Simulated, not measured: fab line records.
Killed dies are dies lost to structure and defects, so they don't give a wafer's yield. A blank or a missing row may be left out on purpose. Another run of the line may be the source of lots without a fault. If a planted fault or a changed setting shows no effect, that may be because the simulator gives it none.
Matching of chambers | flow gf180mcu | GF_V4_ETCH_16 on rie_diel-04: 4 sister chambers
The step etches BARC in N2/H2. 4 wafers are shown with their chamber, then 11 later ones without.

## EACH WAFER AND ITS CHAMBER
wafer  | chamber | drypump_motor_current_A (A)
L081.1 | 0       | 6.5
L089.4 | 3       | 5.9
L089.5 | 1       | 5.4
L090.1 | 2       | 5.0

## WAFERS WITHOUT THEIR CHAMBER
wafer  | drypump_motor_current_A (A)
L090.3 | 6.6
L090.6 | 5.0
L092.3 | 5.9
L092.5 | 6.5
L092.6 | 5.4
L096.2 | 5.9
L096.3 | 6.5
L096.6 | 5.0
L097.2 | 5.9
L097.5 | 5.0
L097.6 | 5.9

## CHAMBER TAKEN BY EACH
wafer  | from the rows above | in truth
L090.3 | 0                   | 0
L090.6 | 2                   | 2
L092.3 | 3                   | 3
L092.5 | 0                   | 0
L092.6 | 1                   | 1
L096.2 | 3                   | 3
L096.3 | 0                   | 0
L096.6 | 2                   | 2
L097.2 | 3                   | 3
L097.5 | 2                   | 2
L097.6 | 3                   | 3
Placed correctly: 11 of 11. Left unplaced by these rows: 0. Wrongly placed: 0.
How it was worked out, from the rows above alone: a wafer's distance from a chamber is the root of the sum, over the readings, of the square of ((its reading less the chamber's mean) divided by the reading's scatter). If the next closest chamber is less than 2 further off than the closest, the wafer can't be placed; otherwise it belongs to the closest. A chamber's mean is the mean of its shown wafers. The scatter: with one shown wafer a chamber, the root of the mean of the squares of how far each hidden wafer lies from its nearest shown one.
